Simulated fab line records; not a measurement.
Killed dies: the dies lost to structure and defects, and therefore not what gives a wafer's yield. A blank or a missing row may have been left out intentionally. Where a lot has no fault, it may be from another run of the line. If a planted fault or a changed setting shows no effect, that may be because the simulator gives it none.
fab line records	flow sky130
record: lots: 13	wafers: 39	lastDay: 50
route steps=708 shown LI_CONTACT@378 PASSIVATION@682 PAD_OPEN@708
lots untouched by any fault: they come from a run of this same line in which no faults occurred
startH: hours from the record's first day to the start of the lot's first wafer shown	waitH: hours from the lot's prior step to this one	" same as the row above	L1.1+2: several wafers, shown together as one row	- no value, or no start was given	* or withheld: withheld	< > ~ a bound
route shown NAME@n: NAME is a module with steps in the file, n the number in the route of the first one	usual: mean/standard deviation of fault-free wafers	same: alike in all rows	chamber/n: place in a boat	sites: the reading at each site	_std_site: standard deviation across them	_edge_site: inner sites' mean taken away from outer sites' mean	radiusMm: how far each site lies from the wafer's centre	mask NAME#n: copy n	behind: the most recent tool/chamber to have shaped the wafer	hold: reason for holding the lot/hours on hold/outcome of the hold	device: names the non-switching transistor (n, p or np)	end of line: the same wafers' tests at the end of the route	for a step that has no rows: nothing shown but its recipe	killed: dies lost to structure and defects at the first sort, not the wafer's yield	map: a wafer's dies, x killed, . not, _ none there
set.NAME: the setting the step ran with; set.NAME@STEP: the setting that earlier step ran with	model.NAME: the simulator's own value behind a step, which no gauge read
steps of the route over a sample of lots; a table a step, a row a wafer
services: a tool's chamber out of use, with start hour (startH, from the record's first day; less than 0 if before it), hours out, and reason
== steps ==
step: SKY_LI_CONTACT_STRIP_16
recipe: chemistry: O2/N2	powerW: 1400	pressureMtorr: 1500	platenTempC: withheld	o2FlowSccm: 3000	n2FlowSccm: 300	overashFraction: 0.5
usual: drypumpMotorCurrentA: 5.9/0.45	n2FlowSccm: 300.0/0.94	oesProductAu: 0.375/0.0047	stripTimeToEndpointS: 3.503/0.023
lot.wafer	tool	chamber	startH	waitH	drypumpMotorCurrentA	n2FlowSccm	oesProductAu	rfHoursCounterH	stripTimeToEndpointS
L406.1	plasmaAsher-04	1	681.95	-	6.3	299.5	0.379	24	3.507
L406.3	"	1	"	"	6.3	299.4	0.369	-	3.441
L406.4	"	0	"	"	5.9	298.1	0.379	-	3.426
L408.2	plasmaAsher-04	1	688.08	-	6.3	298.6	0.375	25	3.500
L408.3	"	1	"	"	6.3	300.8	0.380	-	3.513
L408.4	"	0	"	"	5.9	301.4	0.368	-	3.531
L413.1	plasmaAsher-03	0	729.58	-	6.5	298.7	0.378	89	3.479
L413.2	"	1	"	"	6.1	300.0	0.366	89	3.491
L413.5	"	1	"	"	6.1	299.5	0.379	-	3.468
L414.1	plasmaAsher-04	0	742.16	-	5.9	299.3	0.373	31	3.518
L414.2	"	1	"	"	6.3	298.9	0.372	31	3.500
L414.6	"	1	"	"	6.3	299.7	0.378	-	3.492
L415.3	plasmaAsher-03	1	751.10	-	6.1	298.5	0.379	-	3.502
L415.5	"	0	"	"	6.5	300.7	0.378	-	3.539
L415.6	"	1	"	"	6.1	299.3	0.375	-	3.480
L417.1	plasmaAsher-01	0	756.68	-	5.1	299.6	0.381	1	3.506
L417.4	"	0	"	"	5.1	299.4	0.381	-	3.505
L417.5	"	1	"	"	6.0	300.7	0.370	-	3.515
L416.1	plasmaAsher-01	0	758.61	-	5.1	300.5	0.382	1	3.488
L416.2	"	1	"	"	6.0	299.9	0.379	1	3.546
L416.6	"	0	"	"	5.1	300.9	0.380	-	3.493
L418.3	plasmaAsher-03	1	765.89	-	6.1	300.5	0.380	-	3.480
L418.4	"	0	"	"	6.5	300.9	0.378	-	3.548
L418.5	"	0	"	"	6.5	300.9	0.371	-	3.525
L419.1	plasmaAsher-04	1	776.08	-	6.3	299.2	0.382	34	3.502
L419.2	"	0	"	"	5.9	299.3	0.382	34	3.497
L419.3	"	0	"	"	5.9	300.8	0.374	-	3.494
L420.1	plasmaAsher-04	0	780.00	-	5.9	299.8	0.374	34	3.479
L420.2	"	1	"	"	6.3	300.7	0.373	34	3.501
L420.5	"	0	"	"	5.9	299.0	0.367	-	3.468
L424.2	plasmaAsher-04	1	823.60	-	6.3	301.0	0.371	39	3.492
L424.3	"	1	"	"	6.3	300.9	0.371	-	3.508
L424.4	"	0	"	"	5.9	299.7	0.365	-	3.494
L426.4	plasmaAsher-04	0	827.15	-	5.9	301.2	0.373	-	3.485
L426.5	"	1	"	"	6.3	300.4	0.379	-	3.500
L426.6	"	0	"	"	5.9	299.3	0.378	-	3.528
L429.3	plasmaAsher-01	1	853.30	-	6.1	300.6	0.381	-	3.493
L429.4	"	0	"	"	5.1	300.4	0.372	-	3.547
L429.5	"	0	"	"	5.1	300.3	0.367	-	3.485
step: SKY_PASSIVATION_THK_MEAS_01
recipe: reads: SiO2_of_PASSIVATION_CVD_00
usual: PASSIVATION_CVD_00_THK: 90.0/0.99
lot.wafer	tool	chamber	startH	waitH	PASSIVATION_CVD_00_THK[nm]
L406.1	filmMetro-01	-	1033.39	-	88.9
L406.3	"	-	"	"	88.8
L406.4	"	-	"	"	90.2
L408.2	filmMetro-01	-	1038.22	-	89.4
L408.3	"	-	"	"	89.2
L408.4	"	-	"	"	90.4
L413.1	filmMetro-03	-	1070.11	-	89.6
L413.2	"	-	"	"	88.6
L413.5	"	-	"	"	89.4
L414.1	filmMetro-01	-	1079.68	-	90.4
L414.2	"	-	"	"	90.4
L414.6	"	-	"	"	91.6
L415.3	filmMetro-03	-	1087.39	-	88.9
L415.5	"	-	"	"	89.5
L415.6	"	-	"	"	91.1
L417.1	filmMetro-02	-	1091.34	-	89.1
L417.4	"	-	"	"	90.6
L417.5	"	-	"	"	90.9
L416.1	filmMetro-03	-	1096.21	-	88.6
L416.2	"	-	"	"	88.8
L416.6	"	-	"	"	90.4
L418.3	filmMetro-02	-	1099.40	-	89.9
L418.4	"	-	"	"	90.4
L418.5	"	-	"	"	90.7
L419.1	filmMetro-03	-	1107.92	-	88.9
L419.2	"	-	"	"	89.0
L419.3	"	-	"	"	89.5
L420.1	filmMetro-02	-	1109.38	-	89.6
L420.2	"	-	"	"	88.3
L420.5	"	-	"	"	90.7
L424.2	filmMetro-02	-	1141.70	-	89.4
L424.3	"	-	"	"	90.1
L424.4	"	-	"	"	91.0
L426.4	filmMetro-03	-	1145.15	-	92.0
L426.5	"	-	"	"	90.9
L426.6	"	-	"	"	91.5
L429.3	filmMetro-03	-	1161.00	-	90.1
L429.4	"	-	"	"	90.6
L429.5	"	-	"	"	90.7
step: SKY_PASSIVATION_THK_MEAS_03
recipe: reads: Si3N4_of_PASSIVATION_CVD_02
usual: PASSIVATION_CVD_02_THK: 539/6.3
lot.wafer	tool	chamber	startH	waitH	PASSIVATION_CVD_02_THK[nm]
L406.1	filmMetro-03	-	1033.68	-	536
L406.3	"	-	"	"	534
L406.4	"	-	"	"	542
L408.2	filmMetro-01	-	1038.50	-	542
L408.3	"	-	"	"	541
L408.4	"	-	"	"	552
L413.1	filmMetro-03	-	1070.39	-	540
L413.2	"	-	"	"	530
L413.5	"	-	"	"	544
L414.1	filmMetro-02	-	1079.96	-	534
L414.2	"	-	"	"	538
L414.6	"	-	"	"	547
L415.3	filmMetro-02	-	1087.68	-	530
L415.5	"	-	"	"	532
L415.6	"	-	"	"	537
L417.1	filmMetro-03	-	1091.63	-	536
L417.4	"	-	"	"	545
L417.5	"	-	"	"	546
L416.1	filmMetro-03	-	1096.50	-	534
L416.2	"	-	"	"	532
L416.6	"	-	"	"	545
L418.3	filmMetro-03	-	1099.68	-	540
L418.4	"	-	"	"	543
L418.5	"	-	"	"	546
L419.1	filmMetro-03	-	1108.20	-	540
L419.2	"	-	"	"	538
L419.3	"	-	"	"	535
L420.1	filmMetro-02	-	1109.67	-	531
L420.2	"	-	"	"	535
L420.5	"	-	"	"	541
L424.2	filmMetro-01	-	1141.98	-	534
L424.3	"	-	"	"	528
L424.4	"	-	"	"	540
L426.4	filmMetro-02	-	1145.44	-	548
L426.5	"	-	"	"	550
L426.6	"	-	"	"	546
L429.3	filmMetro-03	-	1161.29	-	526
L429.4	"	-	"	"	533
L429.5	"	-	"	"	531
step: SKY_PASSIVATION_ETCH_11
recipe: chemistry: CF4/O2	targetDepthNm: 725	stopOn: AlCu	sourceW: 800	biasW: 150	pressureMtorr: 150	cf4FlowSccm: 80	O2_flow_sccm: 10	timeS: 161.1
usual: drypumpMotorCurrentA: 5.7/0.35	oesProductAu: 0.977/0.0065	throttleValvePct: 5.965/0.0093
lot.wafer	tool	chamber	startH	waitH	drypumpMotorCurrentA	oesProductAu	rfHoursCounterH	throttleValvePct
L406.1	rieDiel-01	3	1055.63	-	5.8	0.980	13	5.967
L406.3	"	2	"	"	6.0	0.972	21	5.957
L406.4	"	1	"	"	5.4	0.978	21	5.960
L408.2	rieDiel-01	3	1059.47	-	5.8	0.986	13	5.961
L408.3	"	2	"	"	5.9	0.975	21	5.957
L408.4	"	1	"	"	5.4	0.982	22	5.960
L413.1	rieDiel-03	1	1091.33	-	6.2	0.978	9	5.963
L413.2	"	3	"	"	5.7	0.967	18	5.970
L413.5	"	0	"	"	5.8	0.973	-	5.967
L414.1	rieDiel-03	0	1100.97	-	5.8	0.974	19	5.971
L414.2	"	3	"	"	5.7	0.977	18	5.966
L414.6	"	3	"	"	5.7	0.982	-	5.965
L415.3	rieDiel-03	2	1107.68	-	5.7	0.976	23	5.968
L415.5	"	3	"	"	5.7	0.974	-	5.967
L415.6	"	2	"	"	5.8	0.972	-	5.967
L417.1	rieDiel-03	2	1110.90	-	5.8	0.972	23	5.966
L417.4	"	0	"	"	5.8	0.986	19	5.951
L417.5	"	3	"	"	5.7	0.975	-	5.969
L416.1	rieDiel-01	2	1115.12	-	6.0	0.977	24	5.966
L416.2	"	0	"	"	5.6	0.961	15	5.954
L416.6	"	2	"	"	5.9	0.991	-	5.956
L418.3	rieDiel-01	0	1119.27	-	5.6	0.982	15	5.950
L418.4	"	3	"	"	5.8	0.977	16	5.960
L418.5	"	3	"	"	5.8	0.989	-	5.966
L419.1	rieDiel-03	2	1127.50	-	5.8	0.978	23	5.961
L419.2	"	3	"	"	5.7	0.971	19	5.976
L419.3	"	0	"	"	5.8	0.971	19	5.963
L420.1	rieDiel-02	0	1128.88	-	5.5	0.966	19	5.960
L420.2	"	1	"	"	6.4	0.977	20	5.963
L420.5	"	3	"	"	5.7	0.977	-	5.968
L424.2	rieDiel-02	3	1159.82	-	5.7	0.976	22	5.979
L424.3	"	2	"	"	4.9	0.970	15	5.961
L424.4	"	1	"	"	6.4	0.985	20	5.953
L426.4	rieDiel-03	2	1161.98	-	5.7	0.977	25	5.982
L426.5	"	3	"	"	5.7	0.981	-	5.970
L426.6	"	2	"	"	5.7	0.981	-	5.960
L429.3	rieDiel-02	1	1177.97	-	6.4	0.971	21	5.958
L429.4	"	2	"	"	4.9	0.970	16	5.957
L429.5	"	1	"	"	6.4	0.972	-	5.970
step: SKY_PAD_OPEN_PROBE_99
usual: killed_at_M0_to_M3: 45/7	killed_at_M4_up: 3.4/1.8	killedAtContacts: 24/5.4	killedAtFrontEnd: 16/4.8	killedAtOther: 0.4/0.62	killedDies: 89/10	killedOpen: 48/7.2	killedShort: 40/6.3
same: grossDies: 492	killedAtBackSide: 0
lot.wafer	tool	chamber	startH	waitH	killed_at_M0_to_M3	killed_at_M4_up	killedAtContacts	killedAtFrontEnd	killedAtOther	killedDies	killedOpen	killedShort
L406.1	prober-02	-	1079.46	0.1	36	2	24	16	0	78	51	27
L406.3	prober-02	-	1079.56	0.2	36	2	25	12	0	75	42	33
L406.4	prober-02	-	1079.61	0.2	31	4	33	8	2	78	40	37
L408.2	prober-02	-	1082.82	0.1	59	7	23	21	1	111	63	48
L408.3	prober-02	-	1082.87	0.2	46	3	22	12	0	83	47	36
L408.4	prober-02	-	1082.92	0.2	57	2	17	17	1	94	42	52
L413.1	prober-01	-	1114.06	0.1	54	4	20	16	0	94	51	42
L413.2	prober-01	-	1114.11	0.1	56	5	19	17	0	97	51	46
L413.5	prober-01	-	1114.26	0.2	54	5	29	27	1	116	64	49
L414.1	prober-02	-	1122.82	0.1	45	8	29	16	1	99	45	52
L414.2	prober-02	-	1122.87	0.1	35	4	26	11	2	78	44	32
L414.6	prober-02	-	1123.07	0.2	31	3	32	17	1	84	48	35
L415.3	prober-01	-	1129.47	0.2	59	3	14	10	0	86	41	45
L415.5	prober-01	-	1129.57	0.2	41	2	23	18	0	84	42	41
L415.6	prober-01	-	1129.62	0.2	40	7	33	14	0	94	50	44
L417.1	prober-02	-	1133.35	0.1	43	6	26	14	0	89	54	35
L417.4	prober-02	-	1133.50	0.2	50	6	23	13	0	92	50	42
L417.5	prober-02	-	1133.55	0.2	39	2	28	22	0	91	44	47
L416.1	prober-01	-	1137.13	0.1	50	3	23	16	0	92	57	35
L416.2	prober-01	-	1137.18	0.1	45	1	32	22	0	100	52	48
L416.6	prober-01	-	1137.38	0.2	38	4	20	19	0	81	42	39
L418.3	prober-02	-	1141.59	0.2	44	3	22	22	0	91	49	42
L418.4	prober-02	-	1141.64	0.2	41	3	23	18	1	86	49	37
L418.5	prober-02	-	1141.69	0.2	56	3	22	13	0	94	54	40
L419.1	prober-01	-	1147.98	0.1	42	3	17	13	0	75	42	33
L419.2	prober-01	-	1148.03	0.1	41	5	16	16	0	78	35	43
L419.3	prober-01	-	1148.08	0.2	40	2	28	11	0	81	45	36
L420.1	prober-02	-	1149.97	0.1	41	1	16	14	2	74	37	37
L420.2	prober-02	-	1150.02	0.1	41	2	27	13	0	83	45	38
L420.5	prober-02	-	1150.17	0.2	49	6	37	17	0	109	53	54
L424.2	prober-01	-	1178.47	0.1	40	2	41	13	0	96	33	33
L424.3	prober-01	-	1178.52	0.2	48	3	47	13	0	111	51	34
L424.4	prober-01	-	1178.57	0.2	41	5	22	7	0	75	41	33
L426.4	prober-02	-	1180.89	0.2	49	2	25	14	1	91	48	43
L426.5	prober-02	-	1180.94	0.2	46	5	52	14	0	117	42	48
L426.6	prober-02	-	1180.99	0.2	48	3	26	11	1	89	39	50
L429.3	prober-01	-	1196.27	0.2	45	5	20	13	0	83	44	39
L429.4	prober-01	-	1196.32	0.2	47	1	30	14	0	92	54	38
L429.5	prober-01	-	1196.37	0.2	37	6	24	16	0	83	47	36
killed by level:class
L406.1 CONTACT:geometricParticle:open=12 VIA2:geometricParticle:open=9 LI_CONTACT:geometricParticle:open=7 VIA1:geometricParticle:open=7 VIA3:geometricParticle:open=5 FIELD_ISO:geometricParticle:short=4 VIA1:geometricParticle:short=4 METAL2:geometricParticle:short=4
L406.3 CONTACT:geometricParticle:open=11 VIA2:geometricParticle:open=7 VIA1:geometricParticle:open=6 LI_CONTACT:geometricParticle:open=5 CONTACT:geometricParticle:short=5 METAL1:geometricParticle:short=5 POLY_GATE:geometricParticle:open=3 POLY_GATE:geometricParticle:short=3
L406.4 LI_CONTACT:geometricParticle:open=9 CONTACT:geometricParticle:open=8 CONTACT:geometricParticle:short=8 METAL2:geometricParticle:short=7 VIA1:geometricParticle:open=7 LOCAL_INTERCONNECT:geometricParticle:short=6 VIA2:geometricParticle:open=5 SPACER:geometricParticle:open=4
L408.2 VIA1:geometricParticle:open=20 VIA2:geometricParticle:open=8 METAL2:geometricParticle:short=7 METAL1:geometricParticle:short=7 VIA3:geometricParticle:open=7 POLY_GATE:geometricParticle:short=6 LI_CONTACT:geometricParticle:open=6 LOCAL_INTERCONNECT:geometricParticle:short=6
L408.3 CONTACT:geometricParticle:open=10 VIA1:geometricParticle:open=10 VIA3:geometricParticle:open=8 VIA1:geometricParticle:short=7 CONTACT:geometricParticle:short=7 METAL2:geometricParticle:short=7 FIELD_ISO:geometricParticle:open=6 VIA2:geometricParticle:open=4
L408.4 VIA1:geometricParticle:open=14 VIA1:geometricParticle:short=7 METAL2:geometricParticle:short=7 FIELD_ISO:geometricParticle:short=6 VIA2:geometricParticle:open=6 VIA3:geometricParticle:open=6 LI_CONTACT:geometricParticle:open=5 LOCAL_INTERCONNECT:geometricParticle:short=5
L413.1 VIA1:geometricParticle:open=12 VIA2:geometricParticle:open=11 CONTACT:geometricParticle:open=8 VIA3:geometricParticle:open=8 POLY_GATE:geometricParticle:short=5 METAL2:geometricParticle:short=5 SPACER:geometricParticle:short=4 LI_CONTACT:geometricParticle:open=4
L413.2 METAL1:geometricParticle:short=15 VIA1:geometricParticle:open=11 CONTACT:geometricParticle:open=7 VIA2:geometricParticle:open=7 POLY_GATE:geometricParticle:open=6 VIA3:geometricParticle:open=6 CONTACT:geometricParticle:short=5 METAL1:geometricParticle:open=5
L413.5 VIA1:geometricParticle:open=13 CONTACT:geometricParticle:open=10 VIA2:geometricParticle:open=10 POLY_GATE:geometricParticle:short=8 VIA3:geometricParticle:open=7 METAL2:geometricParticle:short=6 METAL1:geometricParticle:short=6 FIELD_ISO:geometricParticle:open=5
L414.1 VIA1:geometricParticle:open=12 VIA3:geometricParticle:open=9 LOCAL_INTERCONNECT:geometricParticle:short=8 CONTACT:geometricParticle:short=6 METAL3:geometricParticle:short=6 METAL4:geometricParticle:short=6 FIELD_ISO:geometricParticle:open=5 LI_CONTACT:geometricParticle:short=5
L414.2 CONTACT:geometricParticle:open=11 VIA1:geometricParticle:open=11 LI_CONTACT:geometricParticle:open=8 METAL1:geometricParticle:short=8 METAL2:geometricParticle:short=6 FIELD_ISO:geometricParticle:short=3 POLY_GATE:geometricParticle:short=3 LI_CONTACT:geometricParticle:short=3
L414.6 CONTACT:geometricParticle:open=13 LOCAL_INTERCONNECT:geometricParticle:short=8 VIA1:geometricParticle:open=7 LI_CONTACT:geometricParticle:open=7 FIELD_ISO:geometricParticle:open=5 METAL1:geometricParticle:short=5 POLY_GATE:geometricParticle:short=4 METAL2:geometricParticle:short=4
L415.3 VIA1:geometricParticle:open=13 METAL2:geometricParticle:short=9 VIA2:geometricParticle:open=8 VIA1:geometricParticle:short=7 VIA3:geometricParticle:open=6 CONTACT:geometricParticle:short=5 METAL3:geometricParticle:short=5 CONTACT:geometricParticle:open=4
L415.5 VIA1:geometricParticle:open=9 VIA2:geometricParticle:open=7 CONTACT:geometricParticle:short=7 LI_CONTACT:geometricParticle:open=5 VIA1:geometricParticle:short=5 FIELD_ISO:geometricParticle:short=4 POLY_GATE:geometricParticle:short=4 CONTACT:geometricParticle:open=4
L415.6 CONTACT:geometricParticle:open=13 VIA1:geometricParticle:open=12 LOCAL_INTERCONNECT:geometricParticle:short=9 METAL2:geometricParticle:short=6 FIELD_ISO:geometricParticle:open=5 METAL4:geometricParticle:short=5 LI_CONTACT:geometricParticle:open=4 CONTACT:geometricParticle:short=4
L417.1 VIA1:geometricParticle:open=10 VIA2:geometricParticle:open=9 CONTACT:geometricParticle:open=8 LI_CONTACT:geometricParticle:open=6 VIA3:geometricParticle:open=6 CONTACT:geometricParticle:short=5 FIELD_ISO:geometricParticle:short=4 VIA1:geometricParticle:short=4
L417.4 VIA2:geometricParticle:open=10 CONTACT:geometricParticle:open=7 VIA1:geometricParticle:open=7 LI_CONTACT:geometricParticle:open=6 VIA3:geometricParticle:open=6 METAL1:geometricParticle:short=6 FIELD_ISO:geometricParticle:open=5 LOCAL_INTERCONNECT:geometricParticle:short=5
L417.5 LOCAL_INTERCONNECT:geometricParticle:short=9 CONTACT:geometricParticle:open=9 VIA1:geometricParticle:open=8 POLY_GATE:geometricParticle:open=7 POLY_GATE:geometricParticle:short=7 METAL1:geometricParticle:short=6 METAL2:geometricParticle:short=5 CONTACT:geometricParticle:short=5
L416.1 VIA3:geometricParticle:open=15 VIA1:geometricParticle:open=10 VIA2:geometricParticle:open=9 LI_CONTACT:geometricParticle:open=7 CONTACT:geometricParticle:open=7 POLY_GATE:geometricParticle:short=5 CONTACT:geometricParticle:short=5 VIA1:geometricParticle:short=4
L416.2 CONTACT:geometricParticle:open=15 METAL1:geometricParticle:short=8 VIA2:geometricParticle:open=7 VIA1:geometricParticle:open=7 LOCAL_INTERCONNECT:geometricParticle:short=6 METAL2:geometricParticle:short=6 FIELD_ISO:geometricParticle:open=5 VIA3:geometricParticle:short=5
L416.6 VIA3:geometricParticle:open=10 VIA1:geometricParticle:open=8 CONTACT:geometricParticle:open=7 VIA3:geometricParticle:short=6 FIELD_ISO:geometricParticle:short=4 POLY_GATE:geometricParticle:open=4 POLY_CUT:geometricParticle:short=4 LI_CONTACT:geometricParticle:open=4
L418.3 VIA2:geometricParticle:open=10 VIA1:geometricParticle:short=9 POLY_GATE:geometricParticle:open=7 VIA1:geometricParticle:open=7 CONTACT:geometricParticle:open=6 POLY_GATE:geometricParticle:short=6 LI_CONTACT:geometricParticle:open=6 FIELD_ISO:geometricParticle:open=5
L418.4 VIA2:geometricParticle:open=11 CONTACT:geometricParticle:open=7 VIA1:geometricParticle:open=7 FIELD_ISO:geometricParticle:short=6 POLY_GATE:geometricParticle:open=5 LI_CONTACT:geometricParticle:open=5 LOCAL_INTERCONNECT:geometricParticle:short=5 CONTACT:geometricParticle:short=5
L418.5 VIA1:geometricParticle:open=16 VIA1:geometricParticle:short=8 METAL2:geometricParticle:short=8 VIA3:geometricParticle:open=7 FIELD_ISO:geometricParticle:open=6 LI_CONTACT:geometricParticle:open=6 METAL1:geometricParticle:short=6 VIA2:geometricParticle:open=5
L419.1 VIA1:geometricParticle:open=14 METAL1:geometricParticle:short=6 CONTACT:geometricParticle:open=6 VIA2:geometricParticle:short=5 VIA3:geometricParticle:open=5 FIELD_ISO:geometricParticle:open=4 VIA2:geometricParticle:open=4 FIELD_ISO:geometricParticle:short=3
L419.2 VIA1:geometricParticle:open=9 METAL2:geometricParticle:short=7 METAL1:geometricParticle:short=6 METAL4:geometricParticle:short=5 FIELD_ISO:geometricParticle:short=4 POLY_GATE:geometricParticle:open=4 LI_CONTACT:geometricParticle:open=4 CONTACT:geometricParticle:open=4
L419.3 CONTACT:geometricParticle:open=11 VIA1:geometricParticle:open=11 VIA1:geometricParticle:short=9 LI_CONTACT:geometricParticle:open=6 LOCAL_INTERCONNECT:geometricParticle:short=6 FIELD_ISO:geometricParticle:short=4 VIA2:geometricParticle:open=4 VIA3:geometricParticle:open=3
L420.1 METAL2:geometricParticle:short=8 METAL1:geometricParticle:short=7 VIA1:geometricParticle:open=7 LI_CONTACT:geometricParticle:open=6 FIELD_ISO:geometricParticle:open=5 CONTACT:geometricParticle:open=5 VIA1:geometricParticle:short=4 VIA3:geometricParticle:open=4
L420.2 VIA1:geometricParticle:open=13 CONTACT:geometricParticle:open=12 CONTACT:geometricParticle:short=6 VIA3:geometricParticle:open=6 VIA1:geometricParticle:short=5 FIELD_ISO:geometricParticle:short=4 POLY_GATE:geometricParticle:open=4 LI_CONTACT:geometricParticle:open=4
L420.5 CONTACT:geometricParticle:open=12 VIA1:geometricParticle:short=10 VIA1:geometricParticle:open=10 LI_CONTACT:geometricParticle:open=7 VIA3:geometricParticle:open=6 LOCAL_INTERCONNECT:geometricParticle:short=6 CONTACT:geometricParticle:short=6 METAL4:geometricParticle:short=6
L424.2 LI_CONTACT:unspecified=29 VIA1:geometricParticle:open=12 VIA2:geometricParticle:open=5 VIA3:geometricParticle:short=5 CONTACT:geometricParticle:open=4 METAL1:geometricParticle:short=4 FIELD_ISO:geometricParticle:open=3 POLY_GATE:geometricParticle:short=3
L424.3 LI_CONTACT:unspecified=26 VIA1:geometricParticle:open=12 CONTACT:geometricParticle:open=9 VIA2:geometricParticle:open=8 VIA3:geometricParticle:open=6 VIA1:geometricParticle:short=5 METAL2:geometricParticle:short=5 POLY_GATE:geometricParticle:open=4
L424.4 VIA1:geometricParticle:open=17 CONTACT:geometricParticle:open=8 LOCAL_INTERCONNECT:geometricParticle:short=6 VIA1:geometricParticle:short=6 FIELD_ISO:geometricParticle:open=5 VIA3:geometricParticle:open=5 METAL4:geometricParticle:short=4 VIA3:geometricParticle:short=4
L426.4 FIELD_ISO:geometricParticle:open=8 METAL2:geometricParticle:short=8 VIA2:geometricParticle:open=8 LI_CONTACT:geometricParticle:open=7 LOCAL_INTERCONNECT:geometricParticle:short=6 VIA1:geometricParticle:open=6 VIA3:geometricParticle:open=6 CONTACT:geometricParticle:short=5
L426.5 LI_CONTACT:unspecified=27 METAL2:geometricParticle:short=9 VIA1:geometricParticle:open=8 LI_CONTACT:geometricParticle:open=7 CONTACT:geometricParticle:open=7 METAL3:geometricParticle:short=6 VIA2:geometricParticle:open=5 LOCAL_INTERCONNECT:geometricParticle:short=5
L426.6 CONTACT:geometricParticle:open=9 METAL2:geometricParticle:short=7 VIA1:geometricParticle:short=7 VIA1:geometricParticle:open=7 VIA2:geometricParticle:open=7 VIA3:geometricParticle:open=7 LI_CONTACT:geometricParticle:open=6 LOCAL_INTERCONNECT:geometricParticle:short=6
L429.3 VIA1:geometricParticle:open=10 LI_CONTACT:geometricParticle:open=8 VIA2:geometricParticle:open=7 VIA2:geometricParticle:short=6 CONTACT:geometricParticle:open=5 VIA1:geometricParticle:short=5 FIELD_ISO:geometricParticle:short=4 METAL2:geometricParticle:short=4
L429.4 CONTACT:geometricParticle:open=13 VIA1:geometricParticle:open=12 VIA2:geometricParticle:open=10 CONTACT:geometricParticle:short=7 VIA1:geometricParticle:short=6 LI_CONTACT:geometricParticle:open=5 VIA3:geometricParticle:open=5 FIELD_ISO:geometricParticle:short=4
L429.5 VIA1:geometricParticle:open=14 CONTACT:geometricParticle:open=7 CONTACT:geometricParticle:short=7 FIELD_ISO:geometricParticle:open=6 LI_CONTACT:geometricParticle:open=5 METAL4:geometricParticle:short=5 POLY_GATE:geometricParticle:short=4 VIA2:geometricParticle:open=4
== services ==
tool	chamber	startH	hours	kind
rieDiel-03	1	671.73	6.3	repair
plasmaAsher-04	-	677.87	2.8	pm
rieDiel-01	-	679.00	2.7	repair
rieDiel-03	-	681.75	2.8	pm
rieDiel-03	2	684.59	6.7	repair
rieDiel-01	2	698.04	8.8	repair
rieDiel-03	3	708.56	15.6	repair
rieDiel-01	0	718.96	5.4	repair
rieDiel-01	2	723.79	4.3	repair
rieDiel-01	1	783.22	52.3	repair
rieDiel-01	-	788.40	1.1	repair
rieDiel-01	3	822.50	3.9	repair
rieDiel-01	3	874.57	11.6	repair
rieDiel-01	1	886.94	7.8	repair
rieDiel-03	3	897.10	15.2	repair
plasmaAsher-04	-	972.28	5.6	repair
rieDiel-03	2	983.95	9.4	repair
rieDiel-01	0	995.68	5.8	repair
rieDiel-01	-	1042.34	0.3	repair
rieDiel-03	0	1064.43	6.7	repair
plasmaAsher-04	-	1083.57	0.4	repair
rieDiel-01	1	1094.45	3.6	repair
rieDiel-03	0	1148.55	6.2	repair
plasmaAsher-04	-	1167.75	0.4	repair
== key ==
firstSign: step: SKY_PAD_OPEN_PROBE_99	reading: killedAtContacts	direction: up	sigmas: 4.2	usual: 24	struck: 47
effect none on later readings
metAt SKY_LI_CONTACT_STRIP_16
struckLots L424,L426
struckWafers L424.2,L424.3,L426.5
testerLeftOut L424,L426
notActingAt SKY_PASSIVATION_THK_MEAS_01,SKY_PASSIVATION_THK_MEAS_03,SKY_PASSIVATION_ETCH_11
onsetBetween 780.00 823.60
fault: kind: chamberParticleSource	tool: plasmaAsher-04	chamber: 1	onsetH: 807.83	steps: SKY_LI_CONTACT_STRIP_16	ratePerVisitCm2: 0.61493	endH: 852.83
testerLeftOut: of these lots the tester's yield and bins aren't shown, on N5 and GAA mostly nor the transistor test; their killed dies are dies lost to structure and defects alone, not to doping, threshold or leakage, so they don't give the yield
